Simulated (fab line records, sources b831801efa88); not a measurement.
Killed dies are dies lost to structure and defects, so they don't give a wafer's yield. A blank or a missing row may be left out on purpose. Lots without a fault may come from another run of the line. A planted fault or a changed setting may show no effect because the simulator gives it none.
Which tool did it? | flow gf180mcu | 11 lots, 33 wafers sampled, at 5 steps of a route of 602

WHAT THE GAUGES READ, wafer by wafer
GF_V3_THK_MEAS_03.
lot  | measured     | on            | V3_CVD_02_THK (nm)
L233 | day 21 07:40 | film_metro-03 | 836 850 851
L235 | day 22 09:00 | film_metro-02 | 842 843 863
L237 | day 23 04:13 | film_metro-03 | 881 847 872
L239 | day 23 23:04 | film_metro-02 | 852 855 845
L240 | day 24 04:45 | film_metro-02 | 855 849 846
L241 | day 24 08:16 | film_metro-02 | 842 823 842
L242 | day 24 21:01 | film_metro-04 | 846 859 851
L249 | day 27 00:28 | film_metro-02 | 858 834 859
L252 | day 27 20:38 | film_metro-03 | 1469 1458 1474
L253 | day 28 05:17 | film_metro-02 | 1482 1468 1470
L254 | day 28 08:54 | film_metro-03 | 841 855 859

WHICH TOOL RAN EACH LOT (tool, then ch and the chambers of the sampled wafers, then the start)
lot  | GF_V2_ETCH_16                      | GF_V2_ETCH_17                                 | GF_M3_STRIP_17                       | GF_V3_CVD_02
L233 | rie_diel-01 ch 2,3, day 20 05:18   | rie_diel-01 ch 2,3, day 21 06:55 or earlier   | plasma_asher-02 ch 0,1, day 21 06:55 | pecvd-04 ch 1,2, day 21 07:35
L235 | rie_diel-04 ch 0,1, day 21 06:56   | rie_diel-04 ch 0,1, day 22 08:16 or earlier   | plasma_asher-04 ch 0,1, day 22 08:16 | pecvd-04 ch 0,1,2, day 22 08:55
L237 | rie_diel-04 ch 0,2,3, day 22 01:57 | rie_diel-04 ch 0,2,3, day 23 03:26 or earlier | plasma_asher-03 ch 0,1, day 23 03:26 | pecvd-02 ch 0,1, day 23 04:07
L239 | rie_diel-01 ch 0,1, day 22 21:57   | rie_diel-01 ch 0,1, day 23 22:21 or earlier   | plasma_asher-03 ch 0,1, day 23 22:21 | pecvd-01 ch 0,1,2, day 23 22:59
L240 | rie_diel-01 ch 1,3, day 23 03:27   | rie_diel-01 ch 1,3, day 24 04:00 or earlier   | plasma_asher-04 ch 0,1, day 24 04:00 | pecvd-04 ch 1,2, day 24 04:40
L241 | rie_diel-01 ch 0,3, day 23 07:56   | rie_diel-01 ch 0,3, day 24 07:31 or earlier   | plasma_asher-03 ch 0,1, day 24 07:31 | pecvd-01 ch 0,2, day 24 08:11
L242 | rie_diel-01 ch 0,3, day 23 19:54   | rie_diel-01 ch 0,3, day 24 20:17 or earlier   | plasma_asher-02 ch 0,1, day 24 20:17 | pecvd-02 ch 1,2, day 24 20:55
L249 | rie_diel-03 ch 1,3, day 26 01:03   | rie_diel-03 ch 1,3, day 26 23:43 or earlier   | plasma_asher-04 ch 0,1, day 26 23:43 | pecvd-01 ch 1,2, day 27 00:24
L252 | rie_diel-01 ch 1,2,3, day 26 21:05 | rie_diel-01 ch 1,2,3, day 27 19:52 or earlier | plasma_asher-04 ch 0,1, day 27 19:52 | pecvd-04 ch 0,1, day 27 20:34
L253 | rie_diel-04 ch 0,2,3, day 27 06:36 | rie_diel-04 ch 0,2,3, day 28 04:32 or earlier | plasma_asher-03 ch 0,1, day 28 04:32 | pecvd-04 ch 0,1,2, day 28 05:13
L254 | rie_diel-03 ch 0,1,3, day 27 10:38 | rie_diel-03 ch 0,1,3, day 28 08:10 or earlier | plasma_asher-02 ch 0,1, day 28 08:10 | pecvd-01 ch 0,1, day 28 08:50
- GF_V2_ETCH_16: etches BARC in N2/H2.
- GF_V2_ETCH_17: etches SiO2 in C4F8/O2/Ar, stops on TiN, target depth 630 nm.
- GF_M3_STRIP_17: strips in O2/N2.
- GF_V3_CVD_02: deposits SiO2 from TEOS, target thk 850 nm, time 94.851 s.

WHAT THE TOOLS THEMSELVES READ (means of the sampled wafers that have a number; where no wafer has one, the mark that the record gives instead)
GF_V2_ETCH_16.
lot  | tool        | drypump_motor_current_A (A) | oes_product_au (a.u.) | throttle_valve_pct (%)
L233 | rie_diel-01 | 6.4                         | 0.856                 | 13.220
L235 | rie_diel-04 | 5.9                         | 0.857                 | 13.219
L237 | rie_diel-04 | 5.4                         | 0.857                 | 13.226
L239 | rie_diel-01 | 5.8                         | 0.859                 | 13.226
L240 | rie_diel-01 | 5.9                         | 0.857                 | 13.239
L241 | rie_diel-01 | 6.3                         | 0.855                 | 13.226
L242 | rie_diel-01 | 6.3                         | 0.855                 | 13.220
L249 | rie_diel-03 | 5.6                         | 0.853                 | 13.222
L252 | rie_diel-01 | 6.0                         | 0.855                 | 13.217
L253 | rie_diel-04 | 5.4                         | 0.850                 | 13.230
L254 | rie_diel-03 | 5.5                         | 0.854                 | 13.225

GF_V2_ETCH_17.
lot  | tool        | oes_product_au (a.u.)
L233 | rie_diel-01 | 0.855
L235 | rie_diel-04 | 0.851
L237 | rie_diel-04 | 0.853
L239 | rie_diel-01 | 0.860
L240 | rie_diel-01 | 0.861
L241 | rie_diel-01 | 0.855
L242 | rie_diel-01 | 0.860
L249 | rie_diel-03 | 0.853
L252 | rie_diel-01 | 0.858
L253 | rie_diel-04 | 0.848
L254 | rie_diel-03 | 0.854

GF_M3_STRIP_17.
lot  | tool            | drypump_motor_current_A (A) | heater_power_w (W) | oes_product_au (a.u.) | strip_time_to_endpoint_s (s)
L233 | plasma_asher-02 | 6.1                         | 331                | 0.559                 | 7.86
L235 | plasma_asher-04 | 5.6                         | 408                | 0.562                 | 7.93
L237 | plasma_asher-03 | 5.9                         | 371                | 0.559                 | 7.89
L239 | plasma_asher-03 | 6.0                         | 377                | 0.554                 | 7.89
L240 | plasma_asher-04 | 5.6                         | 395                | 0.556                 | 7.85
L241 | plasma_asher-03 | 5.6                         | 368                | 0.558                 | 7.86
L242 | plasma_asher-02 | 6.4                         | 336                | 0.559                 | 7.87
L249 | plasma_asher-04 | 5.7                         | 400                | 0.554                 | 7.81
L252 | plasma_asher-04 | 5.6                         | 408                | 0.563                 | 7.94
L253 | plasma_asher-03 | 5.9                         | 371                | 0.563                 | 7.93
L254 | plasma_asher-02 | 6.0                         | 334                | 0.552                 | 7.78

GF_V3_CVD_02.
lot  | tool     | heater_power_w (W) | susceptor_temp_C (C)
L233 | pecvd-04 | 668                | 399.82
L235 | pecvd-04 | 575                | 399.88
L237 | pecvd-02 | 680                | 399.89
L239 | pecvd-01 | 703                | 399.95
L240 | pecvd-04 | 672                | 399.88
L241 | pecvd-01 | 677                | 400.07
L242 | pecvd-02 | 659                | 399.88
L249 | pecvd-01 | 724                | 400.04
L252 | pecvd-04 | 609                | 400.23
L253 | pecvd-04 | 632                | 399.92
L254 | pecvd-01 | 612                | 399.99

THE ANSWER, worked out from the rows above alone
Rule: what is usual is taken from the lots themselves. Put in order of their means at a reading, lots are off if they are a third of the lots or fewer, leave a main group of 4 or more, and stand apart from it by a gap of 3 or more times the standard deviation of the main group's means; of several such gaps the widest counts. A main group whose means are all the same, to the digits that the tables above print for the reading, isn't used. A lot without any number at a reading at which 4 lots or more have one is off too. The other lots that the step has rows for count as sound. The gauges are gone through in route order, then the tools' own readings, and for those a lot's mean is taken as printed above. The first step at which some lot is off is used, and at that step the reading that is off furthest; a lot without a number counts as furthest.
Off: L252, L253, at GF_V3_THK_MEAS_03 (V3_CVD_02_THK). The main group: mean 850 nm, standard deviation 7.5.
A tool fits if, at a process step before that reading, it ran every lot that is off, and no sound lot after the first of them. The gauges at GF_V3_THK_MEAS_03 are tried like those tools. GF_V2_ETCH_17 gives no start for some lots, so the hours and the order of its lots are those of GF_M3_STRIP_17. One fits: pecvd-04 at GF_V3_CVD_02. Its last sound lot is L240 (day 24 04:40), its first lot that is off L252 (day 27 20:34): a fault that began between those two fits.

WHAT THE SIMULATOR HAD PUT IN
Process parameter drift: pecvd-04, from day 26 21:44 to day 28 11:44, at GF_V3_CVD_02. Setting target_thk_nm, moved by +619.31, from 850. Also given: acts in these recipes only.
Lots struck among those shown: L252, L253. The rule above found the same.
